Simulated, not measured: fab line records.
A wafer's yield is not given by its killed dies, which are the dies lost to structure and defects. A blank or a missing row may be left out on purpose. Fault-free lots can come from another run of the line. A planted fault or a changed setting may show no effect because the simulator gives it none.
8D (eight disciplines) problem report, filled in by code || flow gf180mcu || the parts of the form that need people (team, actions taken, sign-off) are left out

## 1. THE ISSUE
Across 6 wafers from 2 lots, V5_CVD_00_THK at GF_V5_THK_MEAS_01 averages 258 nm, while fault-free wafers read 302 nm with a standard deviation of 3. That is -15 standard deviations from the usual mean.
First seen on wafer L134.4, day 31 22:13, on film_metro-02. At this step, 36 wafers from 12 lots have a number in the record. Rule for "out" (also "out of limits"): further than 4 standard deviations from the usual mean. The other wafers with a number count as sound.

## 2. WHAT IT IS, WHAT IT ISN'T
{"question": "which readings at this step", "is": "V5_CVD_00_THK", "is not": "-"}
{"question": "which lots", "is": "L134, L135", "is not": "L117, L118, L119, L120, L121, L123, L124, L126, L137, L138"}
{"question": "which wafers of those lots", "is": "all that have a number", "is not": "-"}
{"question": "read on which gauges", "is": "film_metro-02, film_metro-03", "is not": "film_metro-04"}
{"question": "when", "is": "from day 31 22:13", "is not": "up to then (24 sound wafers); but 6 sound wafers of L137, L138 came after"}

## 3. THE SUSPECTS, EACH WITH WHAT RULES IT OUT
Counting: any tool at a process step up to the reading is kept as a suspect provided that every lot that is out went through it and no sound lot did after the first of them.
- ruled out: the gauge at GF_V5_THK_MEAS_01. The wafers that are out were read on 2 gauges (film_metro-02, film_metro-03).
- rie_metal-02 at GF_MIM_METAL_ETCH_19 (etches the open film in Cl2/BCl3, stops on Si3N4, target depth 324.5 nm, time 54.1 s): ruled out as a lasting fault. Sound lots L137 ran on it after its first lot that is out, L134 (day 31 03:04).
- hdpcvd-01 at GF_V5_CVD_00 (deposits SiO2, target thk 300 nm, time 50 s): kept. It processed each lot that is out, first L134 at day 31 22:10, and no sound lot thereafter; up to then, the last sound lot it processed was L126 at day 29 23:07. Out on those wafers are its own readings of sih4_flow_sccm.
After counting, what remains is hdpcvd-01 at GF_V5_CVD_00.

## 4. THE CAUSE (what the simulator had put in)
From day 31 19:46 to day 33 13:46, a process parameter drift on hdpcvd-01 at GF_V5_CVD_00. A move of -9 in setting sih4_flow_sccm, from 60. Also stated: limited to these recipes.
Counting left only this tool.

## 5. THE EFFECT CHAIN, in route order
Each row: a reading whose mean over the struck wafers that have a number lies more than 3 standard deviations from the usual. Scope: only readings with a usual standard deviation given in the record; hours: median across lots of the time from each lot's start at the first step in this table that gives one to its start at this step; sigmas: change in usual standard deviations.
{"hours": 0, "step": "GF_V5_CVD_00", "reading": "sih4_flow_sccm", "usual": "59.99 sccm", "on struck wafers": 51.05, "change": -8.94, "sigmas": -47}
{"hours": 0, "step": "GF_V5_THK_MEAS_01", "reading": "V5_CVD_00_THK", "usual": "302 nm", "on struck wafers": 258, "change": -44, "sigmas": -15}
Here are the process steps it includes:
- GF_V5_CVD_00: deposits SiO2, target thk 300 nm, time 50 s.
At these later measuring or inspecting steps, every struck wafer for which the step has a row has a number for every such reading, and none has moved that far: GF_V5_BOW_MEAS_05.

## 6. WHAT WOULD HAVE CAUGHT IT SOONER
Counted from the fault's start at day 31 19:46, it took 2 hours until the first out-of-limits reading at a measuring or inspecting step in this record, taken at day 31 22:13.
Tool's own readings at GF_V5_CVD_00, sih4_flow_sccm: out on all struck wafers the step has rows for; an alarm limit on them would have tripped on the first.
Among the 2 lots that are out, L135 began GF_V5_CVD_00 on hdpcvd-01 after day 31 22:13. Had the tool been put on hold then, it would have been spared.
